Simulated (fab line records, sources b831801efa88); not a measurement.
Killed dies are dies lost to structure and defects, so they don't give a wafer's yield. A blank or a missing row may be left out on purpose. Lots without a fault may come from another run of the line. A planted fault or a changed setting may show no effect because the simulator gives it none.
Which tool did it? | flow gf180mcu | 6 lots, 18 wafers sampled, at 3 steps of a route of 602

WHAT THE GAUGES READ, wafer by wafer
GF_SAB_THK_MEAS_01.
lot  | measured     | on            | SAB_CVD_00_THK (nm)
L870 | day 14 09:02 | film_metro-02 | 49.3 51.5 50.4
L873 | day 15 12:35 | film_metro-03 | 50.4 50.1 51.1
L876 | day 16 21:08 | film_metro-02 | 49.4 50.9 51.2
L878 | day 17 09:35 | film_metro-02 | 50.0 51.1 50.0
L889 | day 21 03:05 | film_metro-02 | 17.3 17.7 17.0
L891 | day 21 23:42 | film_metro-02 | 49.1 49.6 50.4

WHICH TOOL RAN EACH LOT (tool, then ch and the chambers of the sampled wafers, then the start)
lot  | GF_HV_LDD_STRIP_37                   | GF_SAB_CVD_00
L870 | plasma_asher-01 ch 0,1, day 11 15:43 | pecvd-04 ch 0,1, day 14 09:00
L873 | plasma_asher-01 ch 0,1, day 12 17:00 | pecvd-01 ch 0,1, day 15 12:34
L876 | plasma_asher-03 ch 0,1, day 14 00:25 | pecvd-04 ch 0,1,2, day 16 21:06
L878 | plasma_asher-02 ch 0,1, day 14 11:30 | pecvd-02 ch 0,1,2, day 17 09:33
L889 | plasma_asher-01 ch 0,1, day 17 23:51 | pecvd-04 ch 0,2, day 21 03:03
L891 | plasma_asher-01 ch 0,1, day 18 19:33 | pecvd-01 ch 0,1, day 21 23:40
- GF_HV_LDD_STRIP_37: strips in O2/N2.
- GF_SAB_CVD_00: deposits SiO2 from TEOS, target thk 50 nm, time 4.9302 s.

THE ANSWER, worked out from the rows above alone
Rule: what is usual is taken from the lots themselves. Put in order of their means at a reading, lots are off if they are a third of the lots or fewer, leave a main group of 4 or more, and stand apart from it by a gap of 3 or more times the standard deviation of the main group's means; of several such gaps the widest counts. A main group whose means are all the same, to the digits that the tables above print for the reading, isn't used. A lot without any number at a reading at which 4 lots or more have one is off too. The other lots that the step has rows for count as sound.
Off: L889, at GF_SAB_THK_MEAS_01 (SAB_CVD_00_THK). The main group: mean 50.3 nm, standard deviation 0.31.
A tool fits if, at a process step before that reading, it ran every lot that is off, and no sound lot after the first of them. The gauges at GF_SAB_THK_MEAS_01 are tried like those tools. One fits: pecvd-04 at GF_SAB_CVD_00. Its last sound lot is L876 (day 16 21:06), its first lot that is off L889 (day 21 03:03): a fault that began between those two fits.

WHAT THE SIMULATOR HAD PUT IN
Process parameter drift: pecvd-04, from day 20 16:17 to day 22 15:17, at GF_SAB_CVD_00. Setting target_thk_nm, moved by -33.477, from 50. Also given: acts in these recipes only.
Lots struck among those shown: L889. The rule above found the same.
